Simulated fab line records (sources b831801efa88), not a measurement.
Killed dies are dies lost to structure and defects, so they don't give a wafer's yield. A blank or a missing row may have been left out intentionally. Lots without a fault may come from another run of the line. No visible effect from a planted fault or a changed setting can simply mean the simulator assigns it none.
Chamber matching :: flow gf180mcu :: cmp-02 running GF_V2_CMP_26: 4 sister chambers
The step polishes, stops on SiO2, t overpolish 15 s, target thk 0 nm. 8 wafers are shown with their chamber, then 7 later ones without.

== WAFERS WITH THEIR CHAMBER ==
wafer: L475.3
chamber: 1
motor-current-A (A): 9.9
overpolish-run-s (s): 15.000

wafer: L475.5
chamber: 1
motor-current-A (A): 9.5
overpolish-run-s (s): 15.002

wafer: L477.6
chamber: 0
motor-current-A (A): 11.9
overpolish-run-s (s): 14.999

wafer: L479.2
chamber: 3
motor-current-A (A): 12.1
overpolish-run-s (s): 14.992

wafer: L479.3
chamber: 2
motor-current-A (A): 10.9
overpolish-run-s (s): 15.015

wafer: L479.5
chamber: 0
motor-current-A (A): 12.1
overpolish-run-s (s): 14.995

wafer: L480.2
chamber: 3
motor-current-A (A): 11.9
overpolish-run-s (s): 14.984

wafer: L480.4
chamber: 2
motor-current-A (A): 10.7
overpolish-run-s (s): 15.006

== WAFERS WITHOUT THEIR CHAMBER ==
wafer: L480.6
motor-current-A (A): 11.1
overpolish-run-s (s): 15.009

wafer: L482.3
motor-current-A (A): 11.8
overpolish-run-s (s): 15.001

wafer: L482.4
motor-current-A (A): 9.4
overpolish-run-s (s): 15.006

wafer: L482.6
motor-current-A (A): 9.6
overpolish-run-s (s): 14.992

wafer: L484.1
motor-current-A (A): 10.8
overpolish-run-s (s): 15.006

wafer: L484.2
motor-current-A (A): 12.4
overpolish-run-s (s): 14.998

wafer: L484.3
motor-current-A (A): 11.6
overpolish-run-s (s): 15.005

== THE CHAMBER EACH PASSED THROUGH ==
wafer: L480.6
from the rows above: 2
in truth: 2

wafer: L482.3
from the rows above: can't be placed: 0 or 3
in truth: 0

wafer: L482.4
from the rows above: 1
in truth: 1

wafer: L482.6
from the rows above: 1
in truth: 1

wafer: L484.1
from the rows above: 2
in truth: 2

wafer: L484.2
from the rows above: can't be placed: 0 or 3
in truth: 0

wafer: L484.3
from the rows above: can't be placed: 0 or 3 or 2
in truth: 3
Correctly placed: 4 of 7. Cannot be placed on the basis of these rows: 3; the candidates contain the true chamber in 3. Placed wrongly: 0.
How it was worked out, from the rows above alone: a wafer's distance from a chamber is the root of the sum, over the readings, of the square of ((its reading less the chamber's mean) divided by the reading's scatter). If the next closest chamber is less than 2 further off than the closest, the wafer can't be placed; otherwise it belongs to the closest. A chamber's mean is the mean of its shown wafers. The scatter: take each reading less its chamber's mean, square it, sum over the shown wafers, divide by the number of wafers less the number of chambers, and take the root.
